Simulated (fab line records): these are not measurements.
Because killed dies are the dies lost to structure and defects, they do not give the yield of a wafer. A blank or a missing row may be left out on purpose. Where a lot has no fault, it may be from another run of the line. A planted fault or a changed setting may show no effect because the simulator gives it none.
What tool caused it? | flow gf180mcu | Sampling: 13 lots, 39 wafers, 4 of 602 route steps

## WHAT THE GAUGES SHOWED, per wafer
GF_M1_THK_MEAS_06: measures by xrf.
lot  | measured     | on            | M1_ALCU_THK (nm)
L548 | day 16 10:51 | film-metro-01 | 443 446 439
L549 | day 17 07:00 | film-metro-01 | 443 438 445
L551 | day 17 14:59 | film-metro-01 | 445 441 440
L552 | day 18 02:06 | film-metro-02 | 449 450 453
L553 | day 18 10:34 | film-metro-01 | 447 451 453
L554 | day 18 21:11 | film-metro-02 | 459 450 452
L555 | day 19 03:35 | film-metro-04 | 448 454 453
L556 | day 19 09:37 | film-metro-02 | 451 449 451
L561 | day 21 21:55 | film-metro-04 | 455 450 451
L563 | day 22 04:01 | film-metro-02 | 440 446 440
L566 | day 23 03:32 | film-metro-04 | 449 451 447
L569 | day 23 22:50 | film-metro-04 | 459 453 462
L570 | day 24 02:18 | film-metro-01 | 444 446 444

## WHAT TOOL EACH LOT RAN ON (gives the tool, then ch and the chambers of the sampled wafers, and finally the start)
lot  | GF_CONTACT_CVD_02               | GF_M1_SPUTTER_01             | GF_M1_SPUTTER_02
L548 | pecvd-02 ch 0,1,2, day 15 10:25 | pvd-sputter-01, day 16 10:35 | pvd-sputter-01, day 16 10:37
L549 | pecvd-03 ch 1,2, day 16 05:39   | pvd-sputter-02, day 17 06:42 | pvd-sputter-02, day 17 06:44
L551 | pecvd-02 ch 0,1,2, day 16 14:09 | pvd-sputter-01, day 17 14:43 | pvd-sputter-01, day 17 14:45
L552 | pecvd-03 ch 0,2, day 17 00:29   | pvd-sputter-01, day 18 01:50 | pvd-sputter-01, day 18 01:52
L553 | pecvd-03 ch 0,1, day 17 08:37   | pvd-sputter-02, day 18 10:19 | pvd-sputter-02, day 18 10:21
L554 | pecvd-03 ch 0,2, day 17 19:07   | pvd-sputter-04, day 18 20:56 | pvd-sputter-04, day 18 20:58
L555 | pecvd-02 ch 0,1,2, day 18 02:13 | pvd-sputter-01, day 19 03:20 | pvd-sputter-01, day 19 03:22
L556 | pecvd-02 ch 0,2, day 18 06:59   | pvd-sputter-01, day 19 09:22 | pvd-sputter-01, day 19 09:24
L561 | pecvd-02 ch 0,1,2, day 20 20:08 | pvd-sputter-02, day 21 21:40 | pvd-sputter-02, day 21 21:42
L563 | pecvd-01 ch 0,1,2, day 21 02:13 | pvd-sputter-02, day 22 03:47 | pvd-sputter-02, day 22 03:49
L566 | pecvd-02 ch 0,2, day 22 02:51   | pvd-sputter-01, day 23 03:17 | pvd-sputter-01, day 23 03:19
L569 | pecvd-03 ch 1,2, day 22 22:03   | pvd-sputter-04, day 23 22:36 | pvd-sputter-04, day 23 22:38
L570 | pecvd-01 ch 0,1,2, day 23 01:59 | pvd-sputter-04, day 24 02:04 | pvd-sputter-04, day 24 02:05
- GF_CONTACT_CVD_02: deposits SiO2 from TEOS, target thk 860 nm, time 95.992 s.
- GF_M1_SPUTTER_01: material TiN, target thk 30 nm, time 25 s.
- GF_M1_SPUTTER_02: material AlCu, target thk 450 nm, time 23.9 s.

## AS READ BY THE TOOLS THEMSELVES (means over the sampled wafers that have a number; for cases with no such wafer, the mark the record gives instead)
GF_CONTACT_CVD_02.
lot  | tool     | heater-power-w (W)
L548 | pecvd-02 | 649
L549 | pecvd-03 | 720
L551 | pecvd-02 | 606
L552 | pecvd-03 | 677
L553 | pecvd-03 | 677
L554 | pecvd-03 | 711
L555 | pecvd-02 | 582
L556 | pecvd-02 | 689
L561 | pecvd-02 | 629
L563 | pecvd-01 | 636
L566 | pecvd-02 | 659
L569 | pecvd-03 | 735
L570 | pecvd-01 | 686

GF_M1_SPUTTER_01.
lot  | tool           | cathode-dc-power-W (W) | throttle-valve-pct (%)
L548 | pvd-sputter-01 | 6500.0                 | 30.5
L549 | pvd-sputter-02 | 6500.4                 | 30.2
L551 | pvd-sputter-01 | 6500.3                 | 30.0
L552 | pvd-sputter-01 | 6499.1                 | 29.6
L553 | pvd-sputter-02 | 6500.9                 | 29.5
L554 | pvd-sputter-04 | 6499.8                 | 30.1
L555 | pvd-sputter-01 | 6500.3                 | 30.8
L556 | pvd-sputter-01 | 6500.0                 | 31.0
L561 | pvd-sputter-02 | 6443.3                 | 29.9
L563 | pvd-sputter-02 | 6388.5                 | 30.0
L566 | pvd-sputter-01 | 6499.8                 | 31.0
L569 | pvd-sputter-04 | 6500.2                 | 29.8
L570 | pvd-sputter-04 | 6500.2                 | 29.0

GF_M1_SPUTTER_02.
lot  | tool           | cathode-dc-power-W (W) | throttle-valve-pct (%)
L548 | pvd-sputter-01 | 10599                  | 30.3
L549 | pvd-sputter-02 | 10600                  | 30.4
L551 | pvd-sputter-01 | 10598                  | 30.1
L552 | pvd-sputter-01 | 10600                  | 29.6
L553 | pvd-sputter-02 | 10600                  | 29.5
L554 | pvd-sputter-04 | 10600                  | 30.2
L555 | pvd-sputter-01 | 10601                  | 30.6
L556 | pvd-sputter-01 | 10600                  | 31.0
L561 | pvd-sputter-02 | 10600                  | 30.1
L563 | pvd-sputter-02 | 10600                  | 29.9
L566 | pvd-sputter-01 | 10599                  | 30.9
L569 | pvd-sputter-04 | 10599                  | 29.7
L570 | pvd-sputter-04 | 10599                  | 28.9

## THE ANSWER, worked out from the rows above alone
Rule: usual is defined by the lots themselves. Put in order of their means at a reading, lots are off if they are a third of the lots or fewer, leave a main group of 4 or more, and stand apart from it by a gap of 3 or more times the standard deviation of the main group's means; of several such gaps the widest counts. A main group is skipped when, at the precision printed for the reading in the tables above, its means are all equal. Also off: a lot with no number at a reading for which 4 or more lots have one. The other lots that the step has rows for count as sound. Order of review: gauges by route order, followed by the tools' own readings, for which a lot's mean as printed above is used. The first step at which some lot is off is used, and at that step the reading that is off furthest; a lot without a number counts as furthest.
Off: L561, L563, at GF_M1_SPUTTER_01 (cathode-dc-power-W). The main group has a mean of 6500.1 W with a standard deviation of 0.43.
If a tool, at that step or one of the process steps before it, ran each lot that is off and ran no sound lot following the first of them, it fits. One candidate fits, namely pvd-sputter-02 at GF_M1_SPUTTER_01. Its last sound lot is L553 (day 18 10:19), its first lot that is off L561 (day 21 21:40): a fault that began between those two fits.
The tool's own readings at GF_M1_SPUTTER_01 bear it out: on the lots that are off they differ by more than 5 times the standard deviation of the sound lots' means. cathode-dc-power-W reads 6415.9 W there against 6500.1 W on the sound lots.

## WHAT THE SIMULATOR HAD INSERTED
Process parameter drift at GF_M1_SPUTTER_01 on pvd-sputter-02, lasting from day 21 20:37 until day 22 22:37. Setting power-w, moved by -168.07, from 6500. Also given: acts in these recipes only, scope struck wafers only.
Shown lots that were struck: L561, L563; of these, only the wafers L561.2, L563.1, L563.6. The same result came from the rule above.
